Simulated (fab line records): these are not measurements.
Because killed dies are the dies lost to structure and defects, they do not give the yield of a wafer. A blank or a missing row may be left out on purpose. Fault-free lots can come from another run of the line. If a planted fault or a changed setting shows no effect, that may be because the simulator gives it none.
Comparing a struck lot with a sound one    flow sky130    22 steps out of a route of 708
Sound: wafers L223.4, L223.5, L223.6. Struck: wafer L234.1 (L234.2, L234.6, from the same lot, were not struck and are left out); the cause is given at the end.
Order at every step that has rows: each side's tool, ch and its chambers, its first start. Under that, the readings that differ: sound wafers    struck wafers    difference of the means    sigmas: that difference in standard deviations of wafers without a fault.
alike: words and numbers the same on both sides, and readings whose means are apart by under 2 such deviations; not compared: readings that were withheld, readings missing a value for some wafer, numbers with overlapping values and no deviation given by the record, and bounds like >300 which may hide the same value.
The two part at a step that has a row with sigmas, a row that says differs or no value, or rows on one side only. Numbers that don't overlap but have no deviation are shown without sigmas and don't part them. A reading missing from all wafers of one side parts the sides only when that side holds two or more wafers.

SKY_METAL4_ETCH_17: etches SiO2 in C4F8/O2/Ar, stops on TiN, time 3.9 s, target depth 15 nm.
  sound on rie diel-03 ch 0,2,3, day 42 08:28; struck on rie diel-02 ch 0, day 45 00:37
  alike: oes product au
SKY_METAL4_METAL_ETCH_18: etches the open film in Cl2/BCl3, stops on SiO2, target depth 845 nm, time 183.1 s.
  sound on rie metal-03 ch 0,1, day 42 08:32; struck on rie metal-01 ch 1, day 45 00:38
reading                 sound  struck  difference                    sigmas
rf hours counter h (h)  - - -  19      no value on the sound wafers  
  alike: drypump motor current A, mfc cl2 sccm, oes product au, throttle valve pct
SKY_METAL4_STRIP_19: strips in O2/N2.
  sound on plasma asher-03 ch 0,1, day 42 08:41; struck on plasma asher-01 ch 0, day 45 00:49
reading                 sound  struck  difference                    sigmas
rf hours counter h (h)  - - -  67      no value on the sound wafers  
  alike: drypump motor current A, oes product au, strip time to endpoint s
then, 4 steps without rows for these wafers: SKY_METAL4_STRIP_20 (strips in post etch residue remover, time 1200 s); SKY_METAL4_CLEAN_21 (cleans in IPA, time 180 s); SKY_METAL4_CLEAN_22 (cleans in O3/DIW); SKY_VIA4_HDPCVD_00 (deposits SiO2, target thk 1750 nm, time 291.7 s).
SKY_VIA4_THK_MEAS_01:
  sound on film metro-02, day 42 09:28; struck on film metro-02, day 45 01:35
  alike: VIA4_HDPCVD_THK
SKY_VIA4_CMP_02: polishes SiO2.
  sound on cmp-02 ch 2,3, day 42 09:32; struck on cmp-02 ch 2, day 45 01:42
  alike: edge zone pressure frac, motor current A, platen rpm
SKY_VIA4_BOW_MEAS_03:
  sound on film metro-02, day 42 09:51; struck on film metro-02, day 45 01:57
  alike: VIA4_BOW
then, 2 steps without rows for these wafers: SKY_VIA4_DEHYDRATE_04 (time 60 s); SKY_VIA4_HMDS_05 (prime time 60 s).
SKY_VIA4_COAT_06: resist thk 1140 nm.
  sound on litho track-01 ch 0, day 42 21:06; struck on litho track-01 ch 0, day 45 12:01
reading                                    sound           struck  difference  sigmas
model.NOVOLAK_of_VIA4_COAT_06.thk nm (nm)  1139 1139 1140  935.1   -204.2      
  alike: resist line temp C
then, 4 steps without rows for these wafers: SKY_VIA4_SOFTBAKE_07 (time 60 s); SKY_VIA4_EXPOSE_08 (exposes mask VIM4, target cd 800 nm); SKY_VIA4_PEB_09; SKY_VIA4_DEVELOP_10 (develop time 60 s).
SKY_VIA4_OVL_MEAS_11:
  sound on overlay-01, day 43 08:47; struck on overlay-02, day 45 22:28
  alike: VIA4_OVL
SKY_VIA4_ETCH_12: etches SiO2 in C4F8/O2/Ar, stops on TiN, target depth 580 nm.
  sound on rie diel-02 ch 1,2,3, day 43 08:50; struck on rie diel-04 ch 3, day 45 22:29
reading                                    sound            struck  difference  sigmas
model.NOVOLAK_of_VIA4_COAT_06.thk nm (nm)  1008 1004 1007   807.1   -199.2      
model.VIA4.cd nm (nm)                      794.3 798 796.6  819.7   +23.4       
  alike: oes product au
SKY_VIA4_STRIP_13: strips in O2/N2.
  sound on plasma asher-02 ch 0,1, day 43 08:54; struck on plasma asher-03 ch 0, day 45 22:34
reading                       sound                 struck  difference                    sigmas
oes product au (a.u.)         0.706 0.711 0.702     0.658   -0.048                        -10
rf hours counter h (h)        - - -                 34      no value on the sound wafers  
strip time to endpoint s (s)  12.755 12.795 12.823  10.492  -2.299                        -79
  alike: drypump motor current A
then, 1 step without rows for these wafers: SKY_VIA4_STRIP_14 (strips in post etch residue remover, time 1200 s).
-- the record jumps here: 3 days lie between the struck wafers' starts before and after (it left off in module VIA4 and takes up again in module PAD_OPEN, whose first step shown is number 708 of the route) --
SKY_PAD_OPEN_PROBE_99:
  sound on prober-02, day 46 06:07; struck on prober-01, day 48 15:59
reading                   sound           struck  difference  sigmas
defect limited yield (%)  78.5 82.9 80.9  84.8    +4.0        +2
killed dies               106 84 94       75      -20         -2
sort n pass               386 408 398     417     +20         +2
sort yield pct (%)        78.5 82.9 80.9  84.8    +4.0        +2
  alike: killed_at_M0_to_M3, killed_at_M4_up, killed at contacts, killed at front end, killed at other, killed open, killed short, sort_bin_3_pad_short, sort_bin_5_function, sort_bin_6_memory
  not compared: model.etest.via4 chain.rc ohm

## WHERE THEY PART
Last at SKY_PAD_OPEN_PROBE_99 as far as this record goes, first at SKY_METAL4_METAL_ETCH_18.

WHY: what had been put in by the simulator
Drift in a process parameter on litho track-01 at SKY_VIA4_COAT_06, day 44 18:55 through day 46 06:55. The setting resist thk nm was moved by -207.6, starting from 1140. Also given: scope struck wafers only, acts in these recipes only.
